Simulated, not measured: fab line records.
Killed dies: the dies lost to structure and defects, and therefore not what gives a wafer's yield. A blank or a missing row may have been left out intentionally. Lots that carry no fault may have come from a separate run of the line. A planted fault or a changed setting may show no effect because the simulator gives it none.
Comparing a struck lot with a sound one -- flow sky130 -- 14 out of 708 route steps
Sound: these wafers, L397.3, L397.4, L397.6. Wafers struck: L401.1, L401.4, L401.6. The cause is named last.
Each step with rows lists, per side, the tool, then ch with its chambers, then its first start. Under that, the readings that differ: sound wafers -- struck wafers -- difference of the means -- sigmas: that difference in standard deviations of wafers without a fault.
alike: readings whose means differ by less than 2 such deviations, and words and numbers that are the same on both sides. not compared: withheld readings, readings that some wafer has no value for, bounds like >300 that may hide the same value, and numbers for which the record gives no deviation and whose values overlap.
Wherever a step has rows on one side only, a row that says differs or no value, or a row with sigmas, the two part there. Numbers that have no deviation but don't overlap get no sigmas and don't part them. A reading missing from all wafers of one side parts the sides only when that side holds two or more wafers.

first, 6 steps without rows for these wafers: SKY_PASSIVATION_HMDS_05 (prime time 60 s); SKY_PASSIVATION_COAT_06 (resist thk 3000 nm); SKY_PASSIVATION_SOFTBAKE_07; SKY_PASSIVATION_EXPOSE_08 (exposes mask NSM, target cd 3000 nm); SKY_PASSIVATION_PEB_09; SKY_PASSIVATION_DEVELOP_10 (develop time 60 s).
SKY_PASSIVATION_ETCH_11: etches the open film in CF4/O2, stops on AlCu, target depth 725 nm, time 161.1 s.
  sound on rie diel-02 ch 1,2,3, day 47 10:36; struck on rie diel-01 ch 0,3, day 48 12:24
  alike: drypump motor current A, oes product au, throttle valve pct
  not compared: rf hours counter h
SKY_PASSIVATION_STRIP_12: strips in O2/N2.
  sound on plasma asher-01 ch 0,1, day 47 10:44; struck on plasma asher-02 ch 0,1, day 48 12:31
  alike: drypump motor current A, oes product au, strip time to endpoint s
  not compared: rf hours counter h
then, 4 steps without rows for these wafers: SKY_PAD_OPEN_DEHYDRATE_00 (time 60 s); SKY_PAD_OPEN_HMDS_01 (prime time 60 s); SKY_PAD_OPEN_COAT_02 (resist thk 3000 nm); SKY_PAD_OPEN_SOFTBAKE_03.
SKY_PAD_OPEN_EXPOSE_04: exposes mask PDM, target cd 60000 nm.
  sound on iline stepper-01 ch 0, day 47 19:43; struck on iline stepper-01, day 48 20:39
  no value came back on the struck wafers for exposure dose mJ cm2, focus offset nm (nm); on the sound wafers exposure dose mJ cm2 reads 255.10 254.99 255.28
  alike: mask
after that, 1 step had no rows for these wafers: SKY_PAD_OPEN_PEB_05.

== WHERE THEY PART ==
At SKY_PAD_OPEN_EXPOSE_04 and nowhere else, as far as this record goes.

WHY: what had been put in by the simulator
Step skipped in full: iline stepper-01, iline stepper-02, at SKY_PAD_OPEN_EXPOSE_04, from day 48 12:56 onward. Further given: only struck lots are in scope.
